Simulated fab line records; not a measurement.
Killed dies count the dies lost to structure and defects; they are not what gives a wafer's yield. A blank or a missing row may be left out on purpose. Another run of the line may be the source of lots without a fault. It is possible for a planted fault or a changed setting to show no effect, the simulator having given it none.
Which tool was responsible? :: flow gf180mcu :: 72 wafers from 24 lots sampled at 3 of the route's 602 steps

## WHAT EACH GAUGE READ, for each wafer
GF_V4_CD_MEAS_14 targets a cd of 260 nm. Usual: cdNm at 260.2 nm, with a standard deviation of 1.3.
lot: L074
measured: day 23 23:32
on: cdSem-02
cdNm (nm): 260.8 260.3 258.7
flag: 

lot: L075
measured: day 24 14:41
on: cdSem-01
cdNm (nm): 260.7 260.7 261.1
flag: 

lot: L076
measured: day 24 16:47
on: cdSem-01
cdNm (nm): 262.9 263.2 262.5
flag: 

lot: L077
measured: day 25 04:25
on: cdSem-02
cdNm (nm): 261.1 261.0 260.4
flag: 

lot: L078
measured: day 25 13:48
on: cdSem-02
cdNm (nm): 259.6 259.5 259.7
flag: 

lot: L079
measured: day 26 00:00
on: cdSem-02
cdNm (nm): 259.6 261.1 260.2
flag: 

lot: L080
measured: day 26 03:50
on: cdSem-01
cdNm (nm): 258.8 259.0 259.8
flag: 

lot: L081
measured: day 26 18:59
on: cdSem-01
cdNm (nm): 260.7 261.7 262.1
flag: 

lot: L082
measured: day 26 19:34
on: cdSem-02
cdNm (nm): 261.0 260.4 261.0
flag: 

lot: L083
measured: day 27 09:28
on: cdSem-02
cdNm (nm): 259.8 259.5 259.3
flag: 

lot: L084
measured: day 27 14:20
on: cdSem-02
cdNm (nm): 259.4 261.6 259.2
flag: 

lot: L085
measured: day 28 03:13
on: cdSem-02
cdNm (nm): 262.0 261.0 260.9
flag: 

lot: L086
measured: day 28 03:56
on: cdSem-01
cdNm (nm): 259.2 259.6 259.1
flag: 

lot: L087
measured: day 28 16:16
on: cdSem-02
cdNm (nm): 260.5 261.0 260.3
flag: 

lot: L088
measured: day 28 22:17
on: cdSem-02
cdNm (nm): 259.2 259.8 260.9
flag: 

lot: L089
measured: day 29 09:16
on: cdSem-01
cdNm (nm): 261.6 261.4 262.1
flag: 

lot: L090
measured: day 29 21:53
on: cdSem-02
cdNm (nm): 259.3 260.5 260.4
flag: 

lot: L091
measured: day 30 07:01
on: cdSem-02
cdNm (nm): 258.1 259.1 258.8
flag: 

lot: L092
measured: day 30 12:05
on: cdSem-02
cdNm (nm): 260.4 259.6 260.1
flag: 

lot: L093
measured: day 30 14:36
on: cdSem-01
cdNm (nm): 259.2 259.0 261.0
flag: 

lot: L094
measured: day 30 17:23
on: cdSem-01
cdNm (nm): 261.4 260.4 261.6
flag: 

lot: L095
measured: day 30 20:17
on: cdSem-01
cdNm (nm): 261.2 262.2 262.3
flag: 

lot: L096
measured: day 31 02:43
on: cdSem-01
cdNm (nm): 258.5 258.5 256.9
flag: 

lot: L097
measured: day 31 11:50
on: cdSem-01
cdNm (nm): 259.3 258.7 257.7
flag: 

## WHICH TOOL RAN EACH LOT (tool, then ch and the chambers of the sampled wafers, then the start)
lot: L074
GF_V3_CVD_23: cvdW-01 ch 0,1, day 22 00:49
GF_M4_SPUTTER_02: pvdSputter-03, day 22 01:32

lot: L075
GF_V3_CVD_23: cvdW-02 ch 1, day 22 16:16
GF_M4_SPUTTER_02: pvdSputter-04, day 22 17:00

lot: L076
GF_V3_CVD_23: cvdW-02 ch 0,1, day 22 18:19
GF_M4_SPUTTER_02: pvdSputter-02, day 22 19:02

lot: L077
GF_V3_CVD_23: cvdW-02 ch 0,1, day 23 05:36
GF_M4_SPUTTER_02: pvdSputter-02, day 23 06:20

lot: L078
GF_V3_CVD_23: cvdW-02 ch 0,1, day 23 17:06
GF_M4_SPUTTER_02: pvdSputter-03, day 23 17:47

lot: L079
GF_V3_CVD_23: cvdW-01 ch 0,1, day 24 02:16
GF_M4_SPUTTER_02: pvdSputter-03, day 24 02:58

lot: L080
GF_V3_CVD_23: cvdW-02 ch 0,1, day 24 07:09
GF_M4_SPUTTER_02: pvdSputter-04, day 24 07:50

lot: L081
GF_V3_CVD_23: cvdW-02 ch 0,1, day 24 22:55
GF_M4_SPUTTER_02: pvdSputter-04, day 24 23:38

lot: L082
GF_V3_CVD_23: cvdW-01 ch 0,1, day 24 23:06
GF_M4_SPUTTER_02: pvdSputter-02, day 24 23:56

lot: L083
GF_V3_CVD_23: cvdW-02 ch 0,1, day 25 13:01
GF_M4_SPUTTER_02: pvdSputter-02, day 25 13:44

lot: L084
GF_V3_CVD_23: cvdW-02 ch 0,1, day 25 19:49
GF_M4_SPUTTER_02: pvdSputter-02, day 25 20:32

lot: L085
GF_V3_CVD_23: cvdW-02 ch 0,1, day 26 09:10
GF_M4_SPUTTER_02: pvdSputter-03, day 26 09:53

lot: L086
GF_V3_CVD_23: cvdW-02 ch 0,1, day 26 10:16
GF_M4_SPUTTER_02: pvdSputter-02, day 26 10:57

lot: L087
GF_V3_CVD_23: cvdW-01 ch 0,1, day 26 23:25
GF_M4_SPUTTER_02: pvdSputter-03, day 27 00:08

lot: L088
GF_V3_CVD_23: cvdW-01 ch 0,1, day 27 06:52
GF_M4_SPUTTER_02: pvdSputter-03, day 27 07:35

lot: L089
GF_V3_CVD_23: cvdW-01 ch 0,1, day 27 16:32
GF_M4_SPUTTER_02: pvdSputter-04, day 27 17:16

lot: L090
GF_V3_CVD_23: cvdW-01 ch 0,1, day 28 06:22
GF_M4_SPUTTER_02: pvdSputter-04, day 28 07:05

lot: L091
GF_V3_CVD_23: cvdW-01 ch 0,1, day 28 14:43
GF_M4_SPUTTER_02: pvdSputter-02, day 28 15:26

lot: L092
GF_V3_CVD_23: cvdW-01 ch 0,1, day 28 21:20
GF_M4_SPUTTER_02: pvdSputter-03, day 28 22:04

lot: L093
GF_V3_CVD_23: cvdW-02 ch 0,1, day 28 22:41
GF_M4_SPUTTER_02: pvdSputter-02, day 28 23:22

lot: L094
GF_V3_CVD_23: cvdW-01 ch 1, day 29 02:57
GF_M4_SPUTTER_02: pvdSputter-04, day 29 03:41

lot: L095
GF_V3_CVD_23: cvdW-01 ch 0,1, day 29 05:43
GF_M4_SPUTTER_02: pvdSputter-04, day 29 06:26

lot: L096
GF_V3_CVD_23: cvdW-02 ch 0,1, day 29 12:58
GF_M4_SPUTTER_02: pvdSputter-04, day 29 13:38

lot: L097
GF_V3_CVD_23: cvdW-01 ch 0,1, day 29 21:16
GF_M4_SPUTTER_02: pvdSputter-04, day 29 22:13
- GF_V3_CVD_23: deposits W, target thk 350 nm, time 104.9 s.
- GF_M4_SPUTTER_02: material AlCu, target thk 450 nm, time 23.9 s.

## WHAT THE TOOLS THEMSELVES READ (means of the sampled wafers that have a number; where no wafer has one, the mark that the record gives instead)
GF_V3_CVD_23. Usual: heaterPowerOuterW 499 W, standard deviation 58; heaterPowerW 810 W, standard deviation 67.
lot: L074
tool: cvdW-01
heaterPowerOuterW (W): 523
heaterPowerW (W): 830
flag: 

lot: L075
tool: cvdW-02
heaterPowerOuterW (W): 434
heaterPowerW (W): 762
flag: 

lot: L076
tool: cvdW-02
heaterPowerOuterW (W): 450
heaterPowerW (W): 761
flag: 

lot: L077
tool: cvdW-02
heaterPowerOuterW (W): 455
heaterPowerW (W): 748
flag: 

lot: L078
tool: cvdW-02
heaterPowerOuterW (W): 445
heaterPowerW (W): 765
flag: 

lot: L079
tool: cvdW-01
heaterPowerOuterW (W): 551
heaterPowerW (W): 882
flag: 

lot: L080
tool: cvdW-02
heaterPowerOuterW (W): 450
heaterPowerW (W): 765
flag: 

lot: L081
tool: cvdW-02
heaterPowerOuterW (W): 455
heaterPowerW (W): 771
flag: 

lot: L082
tool: cvdW-01
heaterPowerOuterW (W): 529
heaterPowerW (W): 839
flag: 

lot: L083
tool: cvdW-02
heaterPowerOuterW (W): 452
heaterPowerW (W): 756
flag: 

lot: L084
tool: cvdW-02
heaterPowerOuterW (W): 451
heaterPowerW (W): 767
flag: 

lot: L085
tool: cvdW-02
heaterPowerOuterW (W): 459
heaterPowerW (W): 771
flag: 

lot: L086
tool: cvdW-02
heaterPowerOuterW (W): 457
heaterPowerW (W): 756
flag: 

lot: L087
tool: cvdW-01
heaterPowerOuterW (W): 538
heaterPowerW (W): 843
flag: 

lot: L088
tool: cvdW-01
heaterPowerOuterW (W): 552
heaterPowerW (W): 880
flag: 

lot: L089
tool: cvdW-01
heaterPowerOuterW (W): 564
heaterPowerW (W): 877
flag: 

lot: L090
tool: cvdW-01
heaterPowerOuterW (W): 557
heaterPowerW (W): 891
flag: 

lot: L091
tool: cvdW-01
heaterPowerOuterW (W): 560
heaterPowerW (W): 882
flag: 

lot: L092
tool: cvdW-01
heaterPowerOuterW (W): 560
heaterPowerW (W): 874
flag: 

lot: L093
tool: cvdW-02
heaterPowerOuterW (W): 462
heaterPowerW (W): 779
flag: 

lot: L094
tool: cvdW-01
heaterPowerOuterW (W): 507
heaterPowerW (W): 800
flag: 

lot: L095
tool: cvdW-01
heaterPowerOuterW (W): 560
heaterPowerW (W): 878
flag: 

lot: L096
tool: cvdW-02
heaterPowerOuterW (W): 461
heaterPowerW (W): 778
flag: 

lot: L097
tool: cvdW-01
heaterPowerOuterW (W): 540
heaterPowerW (W): 835
flag: 

GF_M4_SPUTTER_02. Usual: throttleValvePct at 29.4 %, with a standard deviation of 1.1.
lot: L074
tool: pvdSputter-03
throttleValvePct (%): 30.2
flag: 

lot: L075
tool: pvdSputter-04
throttleValvePct (%): 30.1
flag: 

lot: L076
tool: pvdSputter-02
throttleValvePct (%): 29.0
flag: 

lot: L077
tool: pvdSputter-02
throttleValvePct (%): 29.1
flag: 

lot: L078
tool: pvdSputter-03
throttleValvePct (%): 30.3
flag: 

lot: L079
tool: pvdSputter-03
throttleValvePct (%): 30.2
flag: 

lot: L080
tool: pvdSputter-04
throttleValvePct (%): 29.1
flag: 

lot: L081
tool: pvdSputter-04
throttleValvePct (%): 28.2
flag: 

lot: L082
tool: pvdSputter-02
throttleValvePct (%): 29.6
flag: 

lot: L083
tool: pvdSputter-02
throttleValvePct (%): 28.7
flag: 

lot: L084
tool: pvdSputter-02
throttleValvePct (%): 29.6
flag: 

lot: L085
tool: pvdSputter-03
throttleValvePct (%): 30.2
flag: 

lot: L086
tool: pvdSputter-02
throttleValvePct (%): 28.9
flag: 

lot: L087
tool: pvdSputter-03
throttleValvePct (%): 30.1
flag: 

lot: L088
tool: pvdSputter-03
throttleValvePct (%): 30.1
flag: 

lot: L089
tool: pvdSputter-04
throttleValvePct (%): 29.1
flag: 

lot: L090
tool: pvdSputter-04
throttleValvePct (%): 29.5
flag: 

lot: L091
tool: pvdSputter-02
throttleValvePct (%): 29.4
flag: 

lot: L092
tool: pvdSputter-03
throttleValvePct (%): 30.2
flag: 

lot: L093
tool: pvdSputter-02
throttleValvePct (%): 28.8
flag: 

lot: L094
tool: pvdSputter-04
throttleValvePct (%): 29.5
flag: 

lot: L095
tool: pvdSputter-04
throttleValvePct (%): 29.5
flag: 

lot: L096
tool: pvdSputter-04
throttleValvePct (%): 28.1
flag: 

lot: L097
tool: pvdSputter-04
throttleValvePct (%): 29.9
flag: 

## THE ANSWER, worked out from the rows above alone
Rule: lot off if the mean of its wafers having a number is beyond 3 standard deviations from the usual mean. A lot without any number at a reading at which 4 lots or more have one is off too. Where the step has rows for the other lots, those lots are counted as sound. After the gauges, taken in route order, come the tools' own readings; for these a lot's mean is taken, as printed above. At the first step where some lot is off, the reading lying furthest off is the one used; lots without a number count as furthest.
No lot is off on any of the readings shown, so nothing can be concluded from this.

## WHAT HAD BEEN PUT IN BY THE SIMULATOR
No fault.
